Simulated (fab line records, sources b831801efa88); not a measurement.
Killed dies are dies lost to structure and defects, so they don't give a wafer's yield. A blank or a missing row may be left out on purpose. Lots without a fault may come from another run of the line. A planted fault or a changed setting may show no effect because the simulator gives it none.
fab line records | flow gf180mcu
record lots=5 wafers=15 last_day=32
route steps=602 shown HV_LDD@197
lots that met no fault: from a run of the same line without faults
start_h: hours from the record's first day to the start of the lot's first wafer shown | wait_h: hours since the lot's step before | " the same as in the row above | L1.1+2: a row that stands for several wafers | - no value, or no start given | * or withheld: withheld | < > ~ a bound
route shown NAME@n: a module of which the file shows steps, and the number in the route of the first | usual: mean/standard deviation of fault-free wafers | same: alike in all rows | chamber/n: place in a boat | sites: the reading at each site | _std_site: their standard deviation | _edge_site: outer sites' mean less inner sites' | radius_mm: how far each site lies from the wafer's centre | mask NAME#n: copy n | behind: the tool/chamber that last shaped the wafer | hold: why the lot was held/for how many hours/how that ended | device: the transistor (n, p or np) that didn't switch | end of line: the same wafers' tests at the end of the route | a step without rows: its recipe alone | killed: dies lost to structure and defects at the first sort, not the wafer's yield | map: a wafer's dies, x killed, . not, _ none there
set.NAME: the setting as run; set.NAME@STEP: as run at that earlier step | model.NAME: the simulator's own value behind a step, which no gauge read
lots at some steps of the route; a table a step, a row a wafer
services: from which hour (start_h, from the record's first day; less than 0 if before it) a tool's chamber was out of use, for how many hours, and why
## steps
# step GF_HV_LDD_IMPLANT_21
# recipe species=BF2 energy_kev=25 dose_cm2=5e+13 tilt_deg=7
# columns lot.wafer tool chamber start_h wait_h
L076.1+3+6 implanter-01 0 245.07 0.0
L079.3+5+6 implanter-03 0 270.13 0.1
L084.2+3+5 implanter-02 0 314.00 0.0
L085.1+5+6 implanter-02 0 319.43 0.0
L087.4+5+6 implanter-02 0 330.05 0.1
# step GF_HV_LDD_STRIP_22
# recipe chemistry=O2/N2 power_w=1400 pressure_mtorr=1500 platen_temp_c=250 o2_flow_sccm=3000 n2_flow_sccm=300 overash_fraction=0.5
# usual drypump_motor_current_A=5.93/0.26 heater_power_w=305/24 oes_product_au=0.716/0.0042 platen_temp_c=250.01/0.17 strip_time_to_endpoint_s=12.65/0.036
# columns lot.wafer tool chamber start_h wait_h drypump_motor_current_A heater_power_w oes_product_au platen_temp_c rf_hours_counter_h strip_time_to_endpoint_s
L076.1 plasma_asher-03 0 245.22 0.1 5.94 309 0.719 249.97 57 12.62
L076.3 " 0 " " 5.95 312 0.715 250.01 - 12.68
L076.6 " 0 " " 5.95 309 0.716 250.01 - 12.66
L079.3 plasma_asher-01 1 270.26 0.1 6.37 342 0.715 250.06 - 12.64
L079.5 " 1 " " 6.31 345 0.720 250.22 - 12.61
L079.6 " 0 " " 5.54 331 0.716 250.20 - 12.63
L084.2 plasma_asher-03 0 314.13 0.1 5.98 310 0.720 250.10 64 12.63
L084.3 " 1 " " 6.01 275 0.717 249.97 - 12.62
L084.5 " 1 " " 5.98 277 0.713 250.04 - 12.61
L085.1 plasma_asher-01 0 319.58 0.1 5.51 324 0.723 250.10 55 12.59
L085.5 " 0 " " 5.53 331 0.718 250.05 - 12.60
L085.6 " 1 " " 6.33 342 0.721 249.99 - 12.64
L087.4 plasma_asher-02 1 330.16 0.1 5.53 315 0.722 250.03 - 12.66
L087.5 " 0 " " 6.12 270 0.716 249.78 - 12.65
L087.6 " 1 " " 5.54 316 0.713 250.04 - 12.64
# step GF_HV_LDD_TW_MEAS_23
# usual HV_LDD_2_TW=1051/12
# columns lot.wafer tool chamber start_h wait_h HV_LDD_2_TW
L076.1 film_metro-04 - 245.32 0.1 1064
L076.3 " - " " 1061
L076.6 " - " " 1062
L079.3 film_metro-04 - 270.35 0.1 1071
L079.5 " - " " 1062
L079.6 " - " " 1061
L084.2 film_metro-01 - 314.24 0.1 1042
L084.3 " - " " 1040
L084.5 " - " " 1036
L085.1 film_metro-04 - 319.68 0.1 1062
L085.5 " - " " 1056
L085.6 " - " " 1059
L087.4 film_metro-02 - 330.26 0.1 1042
L087.5 " - " " 1043
L087.6 " - " " 1041
# step GF_HV_LDD_DEHYDRATE_24
# recipe temp_c=200 time_s=60
# usual chill_plate_temp_C=22.98/0.12
# columns lot.wafer tool chamber start_h wait_h chill_plate_temp_C
L076.1 litho_track-02 0 253.15 7.8 23.00
L076.3 " 0 " " 22.94
L076.6 " 0 " " 22.69
L079.3 litho_track-01 0 279.32 9.0 23.09
L079.5 " 0 " " 23.11
L079.6 " 0 " " 23.13
L084.2 litho_track-04 0 323.39 9.1 22.81
L084.3 " 0 " " 22.99
L084.5 " 0 " " 22.87
L085.1 litho_track-02 0 328.75 9.1 23.03
L085.5 " 0 " " 23.13
L085.6 " 0 " " 23.18
L087.4 litho_track-01 0 340.60 10.3 22.95
L087.5 " 0 " " 22.91
L087.6 " 0 " " 23.18
# step GF_HV_LDD_HMDS_25
# recipe prime_time_s=60 prime_temp_c=120
# usual chill_plate_temp_C=23.00/0.095
# columns lot.wafer tool chamber start_h wait_h chill_plate_temp_C
L076.1 litho_track-02 0 253.30 0.1 23.12
L076.3 " 0 " " 23.11
L076.6 " 0 " " 22.92
L079.3 litho_track-01 0 279.47 0.1 23.06
L079.5 " 0 " " 22.94
L079.6 " 0 " " 23.05
L084.2 litho_track-04 0 323.54 0.1 22.85
L084.3 " 0 " " 23.02
L084.5 " 0 " " 22.92
L085.1 litho_track-02 0 328.90 0.1 23.00
L085.5 " 0 " " 22.98
L085.6 " 0 " " 23.03
L087.4 litho_track-01 0 340.75 0.1 23.10
L087.5 " 0 " " 22.85
L087.6 " 0 " " 23.11
# step GF_HV_LDD_COAT_26
# recipe resist=NOVOLAK spin_rpm=3000 resist_thk_nm=1000
# usual chill_plate_temp_C=23.00/0.1
# columns lot.wafer tool chamber start_h wait_h chill_plate_temp_C
L076.1 litho_track-02 0 253.45 0.1 23.00
L076.3 " 0 " " 23.14
L076.6 " 0 " " 23.12
L079.3 litho_track-01 0 279.62 0.1 23.08
L079.5 " 0 " " 23.02
L079.6 " 0 " " 22.97
L084.2 litho_track-04 0 323.69 0.1 23.00
L084.3 " 0 " " 23.05
L084.5 " 0 " " 23.09
L085.1 litho_track-02 0 329.05 0.1 23.08
L085.5 " 0 " " 23.10
L085.6 " 0 " " 23.08
L087.4 litho_track-01 0 340.90 0.1 22.74
L087.5 " 0 " " 23.07
L087.6 " 0 " " 22.83
# step GF_HV_LDD_SOFTBAKE_27
# recipe temp_c=90 time_s=60 resist=NOVOLAK
# usual chill_plate_temp_C=23.00/0.1
# columns lot.wafer tool chamber start_h wait_h chill_plate_temp_C
L076.1 litho_track-02 0 253.60 0.1 22.97
L076.3 " 0 " " 23.14
L076.6 " 0 " " 22.94
L079.3 litho_track-01 0 279.77 0.1 22.89
L079.5 " 0 " " 22.97
L079.6 " 0 " " 22.95
L084.2 litho_track-04 0 323.84 0.1 23.17
L084.3 " 0 " " 22.94
L084.5 " 0 " " 23.06
L085.1 litho_track-02 0 329.20 0.1 22.89
L085.5 " 0 " " 22.92
L085.6 " 0 " " 22.97
L087.4 litho_track-01 0 341.05 0.1 23.23
L087.5 " 0 " " 23.14
L087.6 " 0 " " 23.16
# step GF_HV_LDD_EXPOSE_28
# recipe mask_id=Nplus_HV_AREA target_cd_nm=400 na=0.6 source_shape=conventional sigma_outer=0.6 dose_mj=140
# columns lot.wafer tool chamber start_h wait_h mask
L076.1+3+6 iline_stepper-01 0 - - Nplus_HV_AREA#0
L079.3+5+6 iline_stepper-02 0 - - Nplus_HV_AREA#0
L084.2+3+5 iline_stepper-02 0 - - Nplus_HV_AREA#0
L085.1+5+6 iline_stepper-02 0 - - Nplus_HV_AREA#0
L087.4+5+6 iline_stepper-02 0 - - Nplus_HV_AREA#0
# step GF_HV_LDD_PEB_29
# recipe temp_c=withheld time_s=* resist=NOVOLAK
# usual chill_plate_temp_C=*
# columns lot.wafer tool chamber start_h wait_h chill_plate_temp_C
L076.1 litho_track-02 0 - - *
L076.3 " 0 " " *
L076.6 " 0 " " *
L079.3 litho_track-01 0 - - *
L079.5 " 0 " " *
L079.6 " 0 " " *
L084.2 litho_track-04 0 - - *
L084.3 " 0 " " *
L084.5 " 0 " " *
L085.1 litho_track-01 0 - - *
L085.5 " 0 " " *
L085.6 " 0 " " *
L087.4 litho_track-01 0 - - *
L087.5 " 0 " " *
L087.6 " 0 " " *
# step GF_HV_LDD_DEVELOP_30
# recipe develop_time_s=60 dev_temp_c=23
# usual chill_plate_temp_C=23.00/0.11
# columns lot.wafer tool chamber start_h wait_h chill_plate_temp_C
L076.1 litho_track-02 0 263.15 0.1 23.00
L076.3 " 0 " " 22.91
L076.6 " 0 " " 23.02
L079.3 litho_track-01 0 290.07 0.1 22.96
L079.5 " 0 " " 22.89
L079.6 " 0 " " 23.02
L084.2 litho_track-04 0 334.54 0.1 22.96
L084.3 " 0 " " 23.16
L084.5 " 0 " " 23.04
L085.1 litho_track-01 0 339.42 0.1 23.18
L085.5 " 0 " " 23.13
L085.6 " 0 " " 23.18
L087.4 litho_track-01 0 351.45 0.1 23.05
L087.5 " 0 " " 22.95
L087.6 " 0 " " 22.87
# step GF_HV_LDD_CD_MEAS_31
# recipe target_cd_nm=400
# usual cd_nm=399.9/1.9
# columns lot.wafer tool chamber start_h wait_h cd_nm
L076.1 cd_sem-01 - 263.30 0.1 402.3
L076.3 " - " " 401.1
L076.6 " - " " 400.9
L079.3 cd_sem-02 - 290.21 0.1 399.2
L079.5 " - " " 400.5
L079.6 " - " " 398.8
L084.2 cd_sem-01 - 334.69 0.1 398.0
L084.3 " - " " 396.2
L084.5 " - " " 398.9
L085.1 cd_sem-02 - 339.57 0.1 399.5
L085.5 " - " " 398.3
L085.6 " - " " 400.5
L087.4 cd_sem-02 - 351.58 0.1 396.2
L087.5 " - " " 395.4
L087.6 " - " " 397.2
# step GF_HV_LDD_OVL_MEAS_32
# usual HV_LDD_02_OVL=-0.2/1.4
# columns lot.wafer tool chamber start_h wait_h HV_LDD_02_OVL[nm]
L076.1 overlay-02 - 263.42 0.1 -1.7
L076.3 " - " " -1.3
L076.6 " - " " 0.2
L079.3 overlay-01 - 290.31 0.1 0.4
L079.5 " - " " 0.4
L079.6 " - " " 0.5
L084.2 overlay-02 - 334.80 0.1 2.0
L084.3 " - " " -0.9
L084.5 " - " " -0.5
L085.1 overlay-02 - 339.69 0.1 0.7
L085.5 " - " " 0.1
L085.6 " - " " -1.0
L087.4 overlay-01 - 351.66 0.1 0.9
L087.5 " - " " 1.0
L087.6 " - " " 1.6
# step GF_HV_LDD_IMPLANT_33
# recipe species=P energy_kev=60 dose_cm2=7.5e+12 tilt_deg=30 rotation_deg=0
# usual rotation_deg=0.007/0.021
# columns lot.wafer tool chamber start_h wait_h rotation_deg
L076.1 implanter-03 0 263.46 0.0 0.011
L076.3 " 0 " " 0.003
L076.6 " 0 " " -0.005
L079.3 implanter-02 0 290.38 0.1 -0.017
L079.5 " 0 " " -0.024
L079.6 " 0 " " 0.002
L084.2 implanter-03 0 334.85 0.0 -0.018
L084.3 " 0 " " -0.048
L084.5 " 0 " " -0.010
L085.1 implanter-02 0 339.73 0.0 0.014
L085.5 " 0 " " 0.010
L085.6 " 0 " " 0.031
L087.4 implanter-02 0 351.75 0.1 -0.006
L087.5 " 0 " " -0.019
L087.6 " 0 " " 0.019
# step GF_HV_LDD_IMPLANT_34
# recipe species=P energy_kev=60 dose_cm2=7.5e+12 tilt_deg=30 rotation_deg=90
# usual rotation_deg=90.000/0.022
# columns lot.wafer tool chamber start_h wait_h rotation_deg
L076.1 implanter-03 0 263.61 0.1 90.025
L076.3 " 0 " " 89.992
L076.6 " 0 " " 89.988
L079.3 implanter-02 0 290.53 0.1 90.000
L079.5 " 0 " " 89.993
L079.6 " 0 " " 89.989
L084.2 implanter-03 0 335.00 0.1 90.006
L084.3 " 0 " " 90.023
L084.5 " 0 " " 89.970
L085.1 implanter-02 0 339.88 0.1 89.975
L085.5 " 0 " " 90.000
L085.6 " 0 " " 89.986
L087.4 implanter-02 0 351.90 0.1 89.974
L087.5 " 0 " " 90.015
L087.6 " 0 " " 89.973
# step GF_HV_LDD_IMPLANT_35
# recipe species=P energy_kev=60 dose_cm2=7.5e+12 tilt_deg=30 rotation_deg=180
# usual rotation_deg=180.00/0.033
# columns lot.wafer tool chamber start_h wait_h rotation_deg
L076.1 implanter-03 0 263.76 0.1 179.96
L076.3 " 0 " " 180.04
L076.6 " 0 " " 180.00
L079.3 implanter-02 0 290.68 0.1 180.02
L079.5 " 0 " " 179.96
L079.6 " 0 " " 179.99
L084.2 implanter-03 0 335.15 0.1 179.96
L084.3 " 0 " " 179.97
L084.5 " 0 " " 179.96
L085.1 implanter-02 0 340.03 0.1 180.02
L085.5 " 0 " " 180.01
L085.6 " 0 " " 180.05
L087.4 implanter-02 0 352.05 0.1 180.00
L087.5 " 0 " " 180.01
L087.6 " 0 " " 179.97
# step GF_HV_LDD_IMPLANT_36
# recipe species=P energy_kev=60 dose_cm2=7.5e+12 tilt_deg=30 rotation_deg=270
# usual rotation_deg=270.00/0.045
# columns lot.wafer tool chamber start_h wait_h rotation_deg
L076.1 implanter-03 0 263.91 0.1 270.15
L076.3 " 0 " " 270.08
L076.6 " 0 " " 270.03
L079.3 implanter-02 0 290.83 0.1 270.05
L079.5 " 0 " " 270.04
L079.6 " 0 " " 269.98
L084.2 implanter-03 0 335.30 0.1 269.94
L084.3 " 0 " " 270.01
L084.5 " 0 " " 270.09
L085.1 implanter-02 0 340.18 0.1 269.97
L085.5 " 0 " " 269.99
L085.6 " 0 " " 270.03
L087.4 implanter-02 0 352.20 0.1 269.98
L087.5 " 0 " " 269.97
L087.6 " 0 " " 269.97
# step GF_HV_LDD_STRIP_37
# recipe chemistry=O2/N2 power_w=1400 pressure_mtorr=1500 platen_temp_c=250 o2_flow_sccm=3000 n2_flow_sccm=300 overash_fraction=0.5
# usual drypump_motor_current_A=5.9/0.31 heater_power_w=311/24 oes_product_au=0.716/0.0048 platen_temp_c=249.98/0.18 strip_time_to_endpoint_s=12.64/0.037
# columns lot.wafer tool chamber start_h wait_h drypump_motor_current_A heater_power_w oes_product_au platen_temp_c rf_hours_counter_h strip_time_to_endpoint_s
L076.1 plasma_asher-03 1 264.06 0.1 6.0 286 0.717 249.69 59 12.66
L076.3 " 1 " " 6.0 273 0.719 249.84 - 12.62
L076.6 " 1 " " 6.0 278 0.716 249.93 - 12.63
L079.3 plasma_asher-03 0 290.96 0.1 6.0 315 0.717 250.09 - 12.70
L079.5 " 1 " " 6.0 280 0.710 249.84 - 12.67
L079.6 " 0 " " 6.0 309 0.713 249.74 - 12.70
L084.2 plasma_asher-01 1 335.43 0.1 6.3 337 0.709 249.98 57 12.57
L084.3 " 1 " " 6.3 341 0.714 250.08 - 12.60
L084.5 " 1 " " 6.3 339 0.713 249.82 - 12.61
L085.1 plasma_asher-01 1 340.33 0.1 6.3 341 0.707 250.13 57 12.62
L085.5 " 0 " " 5.5 327 0.724 250.27 - 12.67
L085.6 " 1 " " 6.3 341 0.713 250.12 - 12.67
L087.4 plasma_asher-01 0 352.31 0.1 5.5 331 0.719 250.02 - 12.65
L087.5 " 0 " " 5.5 322 0.718 249.73 - 12.63
L087.6 " 1 " " 6.4 333 0.714 249.92 - 12.66
# step GF_HV_LDD_TW_MEAS_38
# usual HV_LDD_3_TW=1424/16
# columns lot.wafer tool chamber start_h wait_h HV_LDD_3_TW
L076.1 film_metro-01 - 264.16 0.1 1410
L076.3 " - " " 1412
L076.6 " - " " 1417
L079.3 film_metro-04 - 291.05 0.1 1446
L079.5 " - " " 1446
L079.6 " - " " 1452
L084.2 film_metro-01 - 335.54 0.1 1419
L084.3 " - " " 1400
L084.5 " - " " 1416
L085.1 film_metro-01 - 340.43 0.1 1421
L085.5 " - " " 1418
L085.6 " - " " 1422
L087.4 film_metro-02 - 352.41 0.1 1409
L087.5 " - " " 1404
L087.6 " - " " 1404
# step GF_HV_LDD_DEHYDRATE_39
# recipe temp_c=200 time_s=60
# usual chill_plate_temp_C=22.98/0.091
# columns lot.wafer tool chamber start_h wait_h chill_plate_temp_C
L076.1 litho_track-02 0 272.85 8.7 23.07
L076.3 " 0 " " 23.03
L076.6 " 0 " " 23.07
L079.3 litho_track-02 0 300.35 9.3 22.87
L079.5 " 0 " " 22.83
L079.6 " 0 " " 22.94
L084.2 litho_track-02 0 345.47 9.9 22.90
L084.3 " 0 " " 22.85
L084.5 " 0 " " 23.07
L085.1 litho_track-01 0 350.27 9.8 22.86
L085.5 " 0 " " 23.06
L085.6 " 0 " " 23.00
L087.4 litho_track-02 0 363.32 10.9 23.08
L087.5 " 0 " " 22.92
L087.6 " 0 " " 22.99
# step GF_HV_LDD_HMDS_40
# recipe prime_time_s=60 prime_temp_c=120
# usual chill_plate_temp_C=23.03/0.12
# columns lot.wafer tool chamber start_h wait_h chill_plate_temp_C
L076.1 litho_track-02 0 273.00 0.1 23.07
L076.3 " 0 " " 23.06
L076.6 " 0 " " 23.01
L079.3 litho_track-02 0 300.50 0.1 22.91
L079.5 " 0 " " 22.99
L079.6 " 0 " " 22.81
L084.2 litho_track-02 0 345.62 0.1 22.99
L084.3 " 0 " " 23.02
L084.5 " 0 " " 23.03
L085.1 litho_track-01 0 350.42 0.1 22.87
L085.5 " 0 " " 23.01
L085.6 " 0 " " 23.07
L087.4 litho_track-02 0 363.47 0.1 22.90
L087.5 " 0 " " 22.89
L087.6 " 0 " " 23.00
# step GF_HV_LDD_COAT_41
# recipe resist=NOVOLAK spin_rpm=3000 resist_thk_nm=1000
# usual chill_plate_temp_C=22.97/0.093
# columns lot.wafer tool chamber start_h wait_h chill_plate_temp_C
L076.1 litho_track-02 0 273.15 0.1 22.98
L076.3 " 0 " " 22.83
L076.6 " 0 " " 23.04
L079.3 litho_track-02 0 300.65 0.1 23.07
L079.5 " 0 " " 23.03
L079.6 " 0 " " 22.87
L084.2 litho_track-02 0 345.77 0.1 22.93
L084.3 " 0 " " 22.94
L084.5 " 0 " " 22.91
L085.1 litho_track-01 0 350.57 0.1 22.87
L085.5 " 0 " " 22.94
L085.6 " 0 " " 22.94
L087.4 litho_track-02 0 363.62 0.1 23.09
L087.5 " 0 " " 22.92
L087.6 " 0 " " 22.95
# step GF_HV_LDD_SOFTBAKE_42
# recipe temp_c=90 time_s=60 resist=NOVOLAK
# usual chill_plate_temp_C=22.99/0.097
# columns lot.wafer tool chamber start_h wait_h chill_plate_temp_C
L076.1 litho_track-02 0 273.30 0.1 23.13
L076.3 " 0 " " 22.96
L076.6 " 0 " " 22.89
L079.3 litho_track-02 0 300.80 0.1 23.20
L079.5 " 0 " " 23.17
L079.6 " 0 " " 23.07
L084.2 litho_track-02 0 345.92 0.1 22.90
L084.3 " 0 " " 23.04
L084.5 " 0 " " 22.81
L085.1 litho_track-01 0 350.72 0.1 23.01
L085.5 " 0 " " 22.86
L085.6 " 0 " " 23.04
L087.4 litho_track-02 0 363.77 0.1 22.93
L087.5 " 0 " " 22.93
L087.6 " 0 " " 23.06
# step GF_HV_LDD_EXPOSE_43
# recipe mask_id=Pplus_HV_AREA target_cd_nm=400 na=0.6 source_shape=conventional sigma_outer=0.6 dose_mj=140
# columns lot.wafer tool chamber start_h wait_h mask
L076.1+3+6 iline_stepper-01 0 - - Pplus_HV_AREA#0
L079.3+5+6 iline_stepper-01 0 - - Pplus_HV_AREA#0
L084.2+3+5 iline_stepper-02 0 - - Pplus_HV_AREA#0
L085.1+5+6 iline_stepper-02 0 - - Pplus_HV_AREA#0
L087.4+5+6 iline_stepper-01 0 - - Pplus_HV_AREA#0
# step GF_HV_LDD_PEB_44
# recipe temp_c=withheld time_s=* resist=NOVOLAK
# usual chill_plate_temp_C=*
# columns lot.wafer tool chamber start_h wait_h chill_plate_temp_C
L076.1 litho_track-02 0 - - *
L076.3 " 0 " " *
L076.6 " 0 " " *
L079.3 litho_track-04 0 - - *
L079.5 " 0 " " *
L079.6 " 0 " " *
L084.2 litho_track-01 0 - - *
L084.3 " 0 " " *
L084.5 " 0 " " *
L085.1 litho_track-02 0 - - *
L085.5 " 0 " " *
L085.6 " 0 " " *
L087.4 litho_track-01 0 - - *
L087.5 " 0 " " *
L087.6 " 0 " " *
# step GF_HV_LDD_DEVELOP_45
# recipe develop_time_s=60 dev_temp_c=23
# usual chill_plate_temp_C=22.99/0.094
# columns lot.wafer tool chamber start_h wait_h chill_plate_temp_C
L076.1 litho_track-02 0 282.55 0.1 23.13
L076.3 " 0 " " 23.15
L076.6 " 0 " " 23.08
L079.3 litho_track-04 0 311.47 0.1 22.96
L079.5 " 0 " " 23.07
L079.6 " 0 " " 22.99
L084.2 litho_track-01 0 356.95 0.1 22.84
L084.3 " 0 " " 22.87
L084.5 " 0 " " 22.93
L085.1 litho_track-02 0 361.40 0.1 23.06
L085.5 " 0 " " 23.01
L085.6 " 0 " " 23.02
L087.4 litho_track-01 0 374.70 0.1 22.97
L087.5 " 0 " " 23.00
L087.6 " 0 " " 22.97
# step GF_HV_LDD_CD_MEAS_46
# recipe target_cd_nm=400
# usual cd_nm=399.7/2.2
# columns lot.wafer tool chamber start_h wait_h cd_nm
L076.1 cd_sem-01 - 282.70 0.1 399.4
L076.3 " - " " 401.3
L076.6 " - " " 400.3
L079.3 cd_sem-02 - 311.61 0.1 399.0
L079.5 " - " " 396.6
L079.6 " - " " 397.9
L084.2 cd_sem-02 - 357.09 0.1 400.2
L084.3 " - " " 399.7
L084.5 " - " " 397.6
L085.1 cd_sem-02 - 361.55 0.1 392.9
L085.5 " - " " 394.2
L085.6 " - " " 394.9
L087.4 cd_sem-02 - 374.83 0.1 398.8
L087.5 " - " " 394.9
L087.6 " - " " 396.5
# step GF_HV_LDD_OVL_MEAS_47
# usual HV_LDD_03_OVL=-0.3/1.3
# columns lot.wafer tool chamber start_h wait_h HV_LDD_03_OVL[nm]
L076.1 overlay-02 - 282.82 0.1 -0.5
L076.3 " - " " 0.5
L076.6 " - " " 1.7
L079.3 overlay-01 - 311.70 0.1 -0.7
L079.5 " - " " -1.1
L079.6 " - " " 0.1
L084.2 overlay-01 - 357.20 0.1 0.5
L084.3 " - " " 0.6
L084.5 " - " " 0.0
L085.1 overlay-01 - 361.67 0.1 1.4
L085.5 " - " " 0.3
L085.6 " - " " 0.6
L087.4 overlay-02 - 374.91 0.1 -1.4
L087.5 " - " " -4.4
L087.6 " - " " -0.3
# step GF_HV_LDD_IMPLANT_48
# recipe species=B energy_kev=25 dose_cm2=3e+13 tilt_deg=7
# columns lot.wafer tool chamber start_h wait_h
L076.1+3+6 implanter-02 0 282.86 0.0
L079.3+5+6 implanter-03 0 311.78 0.1
L084.2+3+5 implanter-02 0 357.25 0.0
L085.1+5+6 implanter-02 0 361.71 0.0
L087.4+5+6 implanter-02 0 375.00 0.1
# step GF_HV_LDD_STRIP_49
# recipe chemistry=O2/N2 power_w=1400 pressure_mtorr=1500 platen_temp_c=250 o2_flow_sccm=3000 n2_flow_sccm=300 overash_fraction=0.5
# usual drypump_motor_current_A=5.91/0.3 heater_power_w=306/24 oes_product_au=0.717/0.0043 platen_temp_c=249.97/0.18 strip_time_to_endpoint_s=12.64/0.039
# columns lot.wafer tool chamber start_h wait_h drypump_motor_current_A heater_power_w oes_product_au platen_temp_c rf_hours_counter_h strip_time_to_endpoint_s
L076.1 plasma_asher-02 0 283.01 0.1 6.10 269 0.720 249.81 64 12.59
L076.3 " 1 " " 5.56 309 0.717 250.06 - 12.60
L076.6 " 1 " " 5.47 311 0.713 249.70 - 12.61
L079.3 plasma_asher-02 1 311.91 0.1 5.49 312 0.726 249.92 - 12.70
L079.5 " 1 " " 5.53 315 0.712 249.92 - 12.70
L079.6 " 0 " " 6.11 273 0.720 250.03 - 12.67
L084.2 plasma_asher-03 1 357.38 0.1 6.03 279 0.725 250.04 69 12.70
L084.3 " 0 " " 5.94 319 0.719 249.75 - 12.68
L084.5 " 1 " " 6.02 277 0.713 249.83 - 12.74
L085.1 plasma_asher-01 0 361.86 0.1 5.53 326 0.717 250.05 60 12.70
L085.5 " 0 " " 5.55 325 0.728 250.07 - 12.66
L085.6 " 1 " " 6.35 347 0.718 250.28 - 12.68
L087.4 plasma_asher-03 1 375.11 0.1 6.00 281 0.718 249.96 - 12.62
L087.5 " 0 " " 5.94 312 0.709 250.01 - 12.68
L087.6 " 1 " " 6.02 284 0.722 249.85 - 12.60
# step GF_HV_LDD_TW_MEAS_50
# usual HV_LDD_4_TW=566/6.7
# columns lot.wafer tool chamber start_h wait_h HV_LDD_4_TW
L076.1 film_metro-02 - 283.11 0.1 560
L076.3 " - " " 557
L076.6 " - " " 559
L079.3 film_metro-04 - 312.00 0.1 573
L079.5 " - " " 574
L079.6 " - " " 572
L084.2 film_metro-01 - 357.49 0.1 563
L084.3 " - " " 562
L084.5 " - " " 561
L085.1 film_metro-01 - 361.96 0.1 562
L085.5 " - " " 563
L085.6 " - " " 561
L087.4 film_metro-04 - 375.21 0.1 572
L087.5 " - " " 575
L087.6 " - " " 575
# step GF_HV_LDD_CLEAN_51
# recipe chemistry=SC1/SC2 mix=1:4:20 temp_c=70 time_s=150 dry=n2_spin
# usual bath_heat_duty_pct=13.5/1.1 temp_c=69.98/0.11
# columns lot.wafer tool chamber start_h wait_h bath_heat_duty_pct temp_c
L076.1 wet_bench-01 3 283.17 0.1 13.4 69.90
L076.3 " 3 " " 13.8 69.92
L076.6 " 3 " " 13.3 70.06
L079.3 wet_bench-04 0 312.04 0.0 11.2 69.80
L079.5 " 0 " " 13.0 69.93
L079.6 " 0 " " 10.2 69.93
L084.2 wet_bench-01 2 357.54 0.0 14.7 69.84
L084.3 " 2 " " 15.4 69.82
L084.5 " 2 " " 14.3 69.88
L085.1 wet_bench-04 3 362.02 0.1 14.0 69.98
L085.5 " 3 " " 14.8 70.00
L085.6 " 3 " " 14.4 70.10
L087.4 wet_bench-01 0 375.24 0.0 14.2 70.20
L087.5 " 0 " " 13.3 70.09
L087.6 " 0 " " 13.6 70.07
# step GF_HV_LDD_RTA_52
# recipe temp_c=1000 time_s=10 ambient=N2
# usual lamp_power_pct=35.8/0.99 wafer_temp_C_max=1004.2/1
# columns lot.wafer tool chamber start_h wait_h lamp_power_pct wafer_temp_C_max
L076.1 rtp_anneal-02 0 283.22 0.0 37.3 1003.0
L076.3 " 0 " " 37.3 1004.8
L076.6 " 0 " " 37.3 1005.1
L079.3 rtp_anneal-02 0 312.11 0.0 37.3 1004.3
L079.5 " 0 " " 37.3 1006.2
L079.6 " 0 " " 37.3 1006.2
L084.2 rtp_anneal-01 0 357.60 0.0 35.1 1004.6
L084.3 " 0 " " 35.2 1003.2
L084.5 " 0 " " 35.2 1004.1
L085.1 rtp_anneal-01 0 362.07 0.0 35.1 1003.7
L085.5 " 0 " " 35.1 1004.3
L085.6 " 0 " " 35.2 1004.8
L087.4 rtp_anneal-01 0 375.32 0.0 35.1 1004.0
L087.5 " 0 " " 35.1 1004.2
L087.6 " 0 " " 35.1 1004.3
# step GF_HV_LDD_RS_MEAS_53
# recipe thk_meas_gauge=four-point-probe
# usual HV_LDD_RS=417.8/1.1
# columns lot.wafer tool chamber start_h wait_h HV_LDD_RS[ohm/sq]
L076.1 film_metro-04 - 283.28 0.1 418.1
L076.3 " - " " 417.3
L076.6 " - " " 417.7
L079.3 film_metro-01 - 312.19 0.1 418.8
L079.5 " - " " 419.5
L079.6 " - " " 418.7
L084.2 film_metro-01 - 357.68 0.1 415.7
L084.3 " - " " 416.5
L084.5 " - " " 418.2
L085.1 film_metro-04 - 362.13 0.1 416.4
L085.5 " - " " 416.2
L085.6 " - " " 416.0
L087.4 film_metro-04 - 375.41 0.1 416.0
L087.5 " - " " 417.1
L087.6 " - " " 415.9
# step GF_HV_LDD_CVD_54
# recipe material=SiO2 target_thk_nm=10 precursor=TEOS temp_c=680 time_s=75 pressure_mtorr=400
# usual pressure_mtorr=400.0/0.85 zone_power_centre_pct=9.9/0.78
# columns lot.wafer tool chamber start_h wait_h pressure_mtorr zone_power_centre_pct
L076.1 lpcvd-02 1 283.65 0.4 399.2 10.6
L076.3 " 1 " " 399.1 10.5
L076.6 " 1 " " 400.2 10.8
L079.3 lpcvd-02 1 312.55 0.3 401.4 10.7
L079.5 " 1 " " 400.7 10.8
L079.6 " 1 " " 401.3 10.7
L084.2 lpcvd-01 0 357.78 0.1 400.1 9.9
L084.3 " 0 " " 401.2 9.7
L084.5 " 0 " " 401.3 9.8
L085.1 lpcvd-01 0 362.25 0.1 397.9 9.8
L085.5 " 0 " " 400.1 9.6
L085.6 " 0 " " 399.9 9.9
L087.4 lpcvd-01 0 375.47 0.0 399.8 9.5
L087.5 " 0 " " 399.1 9.7
L087.6 " 0 " " 400.0 9.7
# step GF_HV_LDD_THK_MEAS_55
# recipe reads=SiO2_of_HV_LDD_CVD_54
# usual HV_LDD_CVD_54_THK=10.02/0.14
# columns lot.wafer tool chamber start_h wait_h HV_LDD_CVD_54_THK[nm]
L076.1 film_metro-01 - 284.67 0.0 9.98
L076.3 " - " " 10.10
L076.6 " - " " 10.09
L079.3 film_metro-04 - 313.59 0.0 9.62
L079.5 " - " " 9.64
L079.6 " - " " 9.71
L084.2 film_metro-04 - 358.81 0.0 10.25
L084.3 " - " " 10.18
L084.5 " - " " 10.33
L085.1 film_metro-02 - 363.27 0.0 10.19
L085.5 " - " " 10.15
L085.6 " - " " 10.15
L087.4 film_metro-04 - 376.53 0.0 9.98
L087.5 " - " " 9.99
L087.6 " - " " 10.00
## services
# columns tool chamber start_h hours kind
iline_stepper-01 - 224.27 4.3 pm
litho_track-04 - 234.03 - consumable_replace:filter
plasma_asher-02 - 244.87 0.4 repair
implanter-02 - 253.19 3.9 repair
implanter-03 - 259.24 1.8 repair
implanter-02 - 265.31 3.2 repair
implanter-02 - 267.04 2.0 repair
iline_stepper-01 - 267.50 1.7 pm
implanter-02 - 277.09 0.6 repair
iline_stepper-01 - 278.90 2.4 repair
lpcvd-02 - 282.11 1.5 repair
plasma_asher-02 - 306.18 2.8 pm
implanter-01 - 308.36 142.2 pm
lpcvd-01 - 346.97 0.3 repair
implanter-03 - 347.10 1.5 repair
iline_stepper-01 0 352.53 - calibration
implanter-02 - 354.51 0.5 repair
iline_stepper-02 0 361.18 - calibration
iline_stepper-02 - 370.63 1.7 pm
## key
fault none
